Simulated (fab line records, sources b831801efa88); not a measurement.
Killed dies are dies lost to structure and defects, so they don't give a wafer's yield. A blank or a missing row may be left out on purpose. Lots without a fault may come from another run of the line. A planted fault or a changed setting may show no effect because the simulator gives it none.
Which tool did it? | flow sky130 | 11 lots, 33 wafers sampled, at 5 steps of a route of 708

WHAT THE GAUGES READ, wafer by wafer
The record holds no reading of a measuring or inspecting step that can be judged against a usual standard deviation.

WHICH TOOL RAN EACH LOT (tool, then ch and the chambers of the sampled wafers, then the start)
lot  | SKY_NWELL_RTA_28                 | SKY_VT_ADJUST_LVTN_STRIP_09          | SKY_VT_ADJUST_LVTN_STRIP_20          | SKY_VT_ADJUST_NCORE_IMPLANT_09  | SKY_PAD_OPEN_PROBE_99
L450 | rtp_anneal-01 ch 0, day 5 13:24  | plasma_asher-03 ch 0,1, day 7 03:20  | plasma_asher-01 ch 0,1, day 7 23:50  | implanter-02 ch 0, day 8 20:50  | prober-02, day 46 03:11
L451 | rtp_anneal-02 ch 0, day 5 15:45  | plasma_asher-03 ch 0,1, day 7 07:11  | plasma_asher-03 ch 0,1, day 8 03:02  | implanter-01 ch 0, day 9 00:17  | prober-01, day 46 08:40
L452 | rtp_anneal-01 ch 0, day 5 19:27  | plasma_asher-03 ch 0,1, day 7 11:23  | plasma_asher-01 ch 0,1, day 8 08:02  | implanter-01 ch 0, day 9 05:35  | prober-02, day 46 10:43
L455 | rtp_anneal-02 ch 0, day 6 15:57  | plasma_asher-03 ch 0,1, day 8 08:37  | plasma_asher-03 ch 0,1, day 9 06:11  | implanter-03 ch 0, day 10 04:24 | prober-01, day 47 07:18
L456 | rtp_anneal-02 ch 0, day 6 22:53  | plasma_asher-01 ch 0,1, day 8 16:07  | plasma_asher-03 ch 0,1, day 9 13:56  | implanter-01 ch 0, day 10 12:26 | prober-02, day 47 16:03
L457 | rtp_anneal-01 ch 0, day 7 07:29  | plasma_asher-03 ch 0,1, day 9 01:29  | plasma_asher-01 ch 0,1, day 9 22:41  | implanter-01 ch 0, day 10 21:54 | prober-01, day 47 22:29
L460 | rtp_anneal-02 ch 0, day 7 22:25  | plasma_asher-01 ch 0,1, day 9 17:08  | plasma_asher-04 ch 0,1, day 10 16:01 | implanter-01 ch 0, day 11 16:05 | prober-02, day 48 14:49
L463 | rtp_anneal-01 ch 0, day 8 15:48  | plasma_asher-03 ch 0,1, day 10 12:38 | plasma_asher-04 ch 1, day 11 11:47   | implanter-01 ch 0, day 12 12:52 | prober-01, day 49 07:52
L470 | rtp_anneal-01 ch 0, day 10 08:34 | plasma_asher-01 ch 0, day 12 08:32   | plasma_asher-04 ch 0,1, day 13 10:04 | implanter-02 ch 0, day 14 12:08 | prober-01, day 50 11:01
L471 | rtp_anneal-02 ch 0, day 10 14:07 | plasma_asher-03 ch 0,1, day 12 15:14 | plasma_asher-04 ch 0,1, day 13 16:52 | implanter-03 ch 0, day 14 18:35 | prober-01, day 50 15:37
L473 | rtp_anneal-01 ch 0, day 11 03:52 | plasma_asher-04 ch 0, day 13 05:38   | plasma_asher-04 ch 0,1, day 14 07:38 | implanter-03 ch 0, day 15 10:51 | prober-01, day 51 02:52
- SKY_NWELL_RTA_28: time 30 s.
- SKY_VT_ADJUST_LVTN_STRIP_09: strips in O2/N2.
- SKY_VT_ADJUST_LVTN_STRIP_20: strips in O2/N2.
- SKY_VT_ADJUST_NCORE_IMPLANT_09
- SKY_PAD_OPEN_PROBE_99

WHAT THE TOOLS THEMSELVES READ (means of the sampled wafers that have a number; where no wafer has one, the mark that the record gives instead)
SKY_NWELL_RTA_28. Usual: lamp_power_pct 25.30 %, standard deviation 0.051; ramp_down_c_per_s 90.000, standard deviation 0.016; wafer_temp_C_max 1054.7, standard deviation 0.98.
lot  | tool          | lamp_power_pct (%) | ramp_down_c_per_s | wafer_temp_C_max | flag
L450 | rtp_anneal-01 | 25.32              | 89.995            | 1055.8           |
L451 | rtp_anneal-02 | 25.30              | 89.995            | 1053.4           |
L452 | rtp_anneal-01 | 25.29              | 89.998            | 1054.4           |
L455 | rtp_anneal-02 | 25.30              | 89.998            | 1056.2           |
L456 | rtp_anneal-02 | 25.29              | 89.988            | 1054.6           |
L457 | rtp_anneal-01 | 25.24              | 90.009            | 1053.6           |
L460 | rtp_anneal-02 | 25.31              | 89.991            | 1054.9           |
L463 | rtp_anneal-01 | 25.31              | 90.022            | 1054.1           |
L470 | rtp_anneal-01 | 25.26              | 89.987            | 1054.0           |
L471 | rtp_anneal-02 | 25.32              | 89.996            | 1055.1           |
L473 | rtp_anneal-01 | 25.32              | 90.024            | 1054.7           |

SKY_VT_ADJUST_LVTN_STRIP_09. Usual: drypump_motor_current_A 5.78 A, standard deviation 0.27; n2_flow_sccm 299.9 sccm, standard deviation 0.87; oes_product_au 0.723 a.u., standard deviation 0.0048; strip_time_to_endpoint_s 37.00 s, standard deviation 0.1.
lot  | tool            | drypump_motor_current_A (A) | n2_flow_sccm (sccm) | oes_product_au (a.u.) | strip_time_to_endpoint_s (s) | flag
L450 | plasma_asher-03 | 5.95                        | 299.6               | 0.724                 | 37.09                        |
L451 | plasma_asher-03 | 5.95                        | 299.6               | 0.723                 | 37.06                        |
L452 | plasma_asher-03 | 5.92                        | 300.2               | 0.721                 | 36.93                        |
L455 | plasma_asher-03 | 5.93                        | 300.1               | 0.729                 | 37.13                        |
L456 | plasma_asher-01 | 5.85                        | 300.3               | 0.723                 | 36.96                        |
L457 | plasma_asher-03 | 5.93                        | 299.4               | 0.723                 | 37.10                        |
L460 | plasma_asher-01 | 5.83                        | 300.6               | 0.722                 | 37.09                        |
L463 | plasma_asher-03 | 5.92                        | 299.8               | 0.721                 | 37.07                        |
L470 | plasma_asher-01 | 5.86                        | 298.5               | 0.722                 | 36.85                        |
L471 | plasma_asher-03 | 5.94                        | 301.4               | 0.723                 | 36.95                        |
L473 | plasma_asher-04 | 5.73                        | 299.7               | 0.723                 | 37.06                        |

SKY_VT_ADJUST_LVTN_STRIP_20. Usual: drypump_motor_current_A 5.7 A, standard deviation 0.33; n2_flow_sccm 299.9 sccm, standard deviation 0.81; oes_product_au 0.716 a.u., standard deviation 0.0046; strip_time_to_endpoint_s 14.20 s, standard deviation 0.042.
lot  | tool            | drypump_motor_current_A (A) | n2_flow_sccm (sccm) | oes_product_au (a.u.) | strip_time_to_endpoint_s (s) | flag
L450 | plasma_asher-01 | 5.8                         | 300.1               | 0.717                 | 14.28                        |
L451 | plasma_asher-03 | 5.9                         | 298.5               | 0.712                 | 14.15                        |
L452 | plasma_asher-01 | 5.8                         | 299.9               | 0.717                 | 14.21                        |
L455 | plasma_asher-03 | 5.9                         | 299.9               | 0.718                 | 14.20                        |
L456 | plasma_asher-03 | 5.9                         | 300.1               | 0.713                 | 14.21                        |
L457 | plasma_asher-01 | 5.8                         | 300.7               | 0.716                 | 14.18                        |
L460 | plasma_asher-04 | 5.5                         | 299.7               | 0.715                 | 14.15                        |
L463 | plasma_asher-04 | 5.0                         | 300.9               | 0.714                 | 14.17                        |
L470 | plasma_asher-04 | 5.2                         | 300.6               | 0.713                 | 14.19                        |
L471 | plasma_asher-04 | 5.3                         | 299.9               | 0.716                 | 14.21                        |
L473 | plasma_asher-04 | 5.3                         | 300.4               | 0.718                 | 14.19                        |

SKY_VT_ADJUST_NCORE_IMPLANT_09. Usual: dose_ions_cm2 2.3992e+12, standard deviation 2.5e+09; faraday_current_uA 13.52, standard deviation 0.27.
lot  | tool         | dose_ions_cm2 | faraday_current_uA | flag
L450 | implanter-02 | 2.3950e+12    | 13.70              |
L451 | implanter-01 | 2.4028e+12    | 13.37              |
L452 | implanter-01 | 2.3988e+12    | 13.37              |
L455 | implanter-03 | 2.3975e+12    | 13.51              |
L456 | implanter-01 | 2.3986e+12    | 13.51              |
L457 | implanter-01 | 2.4016e+12    | 13.35              |
L460 | implanter-01 | 2.2463e+12    | 12.65              | OFF
L463 | implanter-01 | 2.2440e+12    | 12.82              | OFF
L470 | implanter-02 | 2.3987e+12    | 13.82              |
L471 | implanter-03 | 2.3991e+12    | 13.42              |
L473 | implanter-03 | 2.3982e+12    | 13.76              |

SKY_PAD_OPEN_PROBE_99. Usual: killed_at_M0_to_M3 41, standard deviation 6.2; killed_at_M4_up 3.0, standard deviation 1.7; killed_at_contacts 25, standard deviation 5.8; killed_at_front_end 16, standard deviation 4.5; killed_at_other 0.2, standard deviation 0.42; killed_dies 85, standard deviation 8.4; killed_on_rim 17, standard deviation 4.1; killed_open 46, standard deviation 5.9; killed_short 39, standard deviation 6.3.
lot  | tool      | killed_at_M0_to_M3 | killed_at_M4_up | killed_at_contacts | killed_at_front_end | killed_at_other | killed_dies | killed_on_rim | killed_open | killed_short | flag
L450 | prober-02 | 41                 | 3.0             | 20                 | 21                  | 0.0             | 85          | 13            | 50          | 35           |
L451 | prober-01 | 34                 | 5.0             | 26                 | 11                  | 0.3             | 76          | 15            | 42          | 35           |
L452 | prober-02 | 42                 | 3.3             | 29                 | 17                  | 0.3             | 91          | 21            | 51          | 40           |
L455 | prober-01 | 47                 | 2.0             | 31                 | 16                  | 0.0             | 96          | 19            | 46          | 50           |
L456 | prober-02 | 37                 | 4.0             | 20                 | 13                  | 0.0             | 73          | 14            | 37          | 36           |
L457 | prober-01 | 42                 | 3.3             | 29                 | 18                  | 0.0             | 91          | 20            | 48          | 43           |
L460 | prober-02 | 48                 | 2.0             | 22                 | 20                  | 0.0             | 92          | 16            | 45          | 46           |
L463 | prober-01 | 47                 | 2.7             | 19                 | 18                  | 0.3             | 87          | 16            | 46          | 39           |
L470 | prober-01 | 38                 | 5.0             | 22                 | 17                  | 0.0             | 81          | 14            | 39          | 42           |
L471 | prober-01 | 33                 | 2.3             | 26                 | 24                  | 0.7             | 86          | 12            | 46          | 40           |
L473 | prober-01 | 39                 | 4.0             | 21                 | 14                  | 0.0             | 77          | 17            | 42          | 36           |

THE ANSWER, worked out from the rows above alone
Rule: a lot is off if the mean of its wafers that have a number lies more than 3 standard deviations from the usual mean. A lot without any number at a reading at which 4 lots or more have one is off too. The other lots that the step has rows for count as sound. The gauges are gone through in route order, then the tools' own readings, and for those a lot's mean is taken as printed above. The first step at which some lot is off is used, and at that step the reading that is off furthest; a lot without a number counts as furthest.
Off: L460, L463, at SKY_VT_ADJUST_NCORE_IMPLANT_09 (dose_ions_cm2).
A tool fits if, at that step or a process step before it, it ran every lot that is off, and no sound lot after the first of them. One fits: implanter-01 at SKY_VT_ADJUST_NCORE_IMPLANT_09. Its last sound lot is L457 (day 10 21:54), its first lot that is off L460 (day 11 16:05): a fault that began between those two fits.
The tool's own readings at SKY_VT_ADJUST_NCORE_IMPLANT_09 bear it out: on the lots that are off they differ by more than 5 times the standard deviation of the sound lots' means. dose_ions_cm2 reads 2.2452e+12 there against 2.3989e+12 on the sound lots.

WHAT THE SIMULATOR HAD PUT IN
Process parameter drift: implanter-01, from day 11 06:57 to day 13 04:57, at SKY_VT_ADJUST_NCORE_IMPLANT_09. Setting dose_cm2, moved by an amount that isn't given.
Lots struck among those shown: L460, L463. The rule above found the same.
